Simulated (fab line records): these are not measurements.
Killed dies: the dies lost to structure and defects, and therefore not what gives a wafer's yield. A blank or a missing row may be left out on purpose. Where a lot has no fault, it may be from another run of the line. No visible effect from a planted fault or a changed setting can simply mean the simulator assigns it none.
Which tool did it?    flow sky130    15 lots with 44 wafers sampled at 2 steps, on a route of 708 steps

## WHAT THE GAUGES SHOWED, per wafer
SKY_POLY_GATE_CD_MEAS_13: target cd 150 nm. Usual: cd nm 150.1 nm, standard deviation 1.4.
lot   measured      on         cd nm (nm)         flag
L396  day 16 00:53  cd sem-02  148.4 149.3 147.1  
L397  day 16 04:24  cd sem-02  150.3 150.8 150.6  
L398  day 16 07:56  cd sem-02  148.9 150.4 149.9  
L399  day 17 00:32  cd sem-01  146.5 146.3 148.3  
L400  day 17 08:35  cd sem-01  151.0 151.4 150.8  
L402  day 18 00:01  cd sem-01  151.5 149.8 150.1  
L403  day 18 10:52  cd sem-01  149.8 149.4 148.7  
L404  day 18 14:00  cd sem-01  148.5 150.1 147.6  
L405  day 19 05:52  cd sem-01  132.5 151.2 149.6  OFF
L406  day 19 13:46  cd sem-01  149.1 131.9 148.8  OFF
L407  day 19 19:21  cd sem-01  132.1 132.1        OFF
L415  day 23 08:14  cd sem-02  149.6 149.7 149.9  
L417  day 23 21:35  cd sem-01  150.9 150.8 149.6  
L418  day 23 22:14  cd sem-01  151.1 150.5 150.3  
L419  day 24 01:39  cd sem-01  151.3 151.5 150.7  

## WHAT TOOL EACH LOT RAN ON (gives the tool, then ch and the chambers of the sampled wafers, and finally the start)
lot   SKY_POLY_GATE_EXPOSE_10
L396  krf scanner-01 ch 0, day 15 11:26
L397  krf scanner-02 ch 0, day 15 15:10
L398  krf scanner-01 ch 0, day 15 18:55
L399  krf scanner-02 ch 0, day 16 10:19
L400  krf scanner-02 ch 0, day 16 19:16
L402  krf scanner-01 ch 0, day 17 09:23
L403  krf scanner-01 ch 0, day 17 19:48
L404  krf scanner-02 ch 0, day 17 23:20
L405  krf scanner-01 ch 0, day 18 14:49
L406  krf scanner-01 ch 0, day 18 21:53
L407  krf scanner-01 ch 0, day 19 03:27
L415  krf scanner-01 ch 0, day 22 16:40
L417  krf scanner-01 ch 0, day 23 07:46
L418  krf scanner-02 ch 0, day 23 08:01
L419  krf scanner-01 ch 0, day 23 11:22
- SKY_POLY_GATE_EXPOSE_10: exposes mask P1M, target cd 150 nm.

## WHAT THE TOOLS THEMSELVES READ (means of the sampled wafers that have a number; where no wafer has one, the mark that the record gives instead)
SKY_POLY_GATE_EXPOSE_10. Usual: stage vel mm s 500.05 mm/s, standard deviation 0.28.
lot   tool            stage vel mm s (mm/s)  flag
L396  krf scanner-01  499.65                 
L397  krf scanner-02  500.02                 
L398  krf scanner-01  500.28                 
L399  krf scanner-02  500.15                 
L400  krf scanner-02  499.84                 
L402  krf scanner-01  499.88                 
L403  krf scanner-01  500.03                 
L404  krf scanner-02  500.05                 
L405  krf scanner-01  499.67                 
L406  krf scanner-01  500.22                 
L407  krf scanner-01  500.23                 
L415  krf scanner-01  500.12                 
L417  krf scanner-01  500.08                 
L418  krf scanner-02  499.95                 
L419  krf scanner-01  500.71                 

## THE ANSWER, worked out from the rows above alone
Rule: a lot counts as off when the mean over its wafers that have a number is more than 3 standard deviations away from the usual mean. Also off: a lot with no number at a reading for which 4 or more lots have one. Where the step has rows for the other lots, those lots are counted as sound. After the gauges, taken in route order, come the tools' own readings; for these a lot's mean is taken, as printed above. The first step at which some lot is off is used, and at that step the reading that is off furthest; a lot without a number counts as furthest.
Off: L405, L406, L407, at SKY_POLY_GATE_CD_MEAS_13 (cd nm).
If a tool, at a process step before that reading, ran all the lots that are off and no sound lot after the first of them, it fits. Gauges at SKY_POLY_GATE_CD_MEAS_13: tried the same way as those tools. Of those tried, none fits.

## WHAT THE SIMULATOR PUT IN
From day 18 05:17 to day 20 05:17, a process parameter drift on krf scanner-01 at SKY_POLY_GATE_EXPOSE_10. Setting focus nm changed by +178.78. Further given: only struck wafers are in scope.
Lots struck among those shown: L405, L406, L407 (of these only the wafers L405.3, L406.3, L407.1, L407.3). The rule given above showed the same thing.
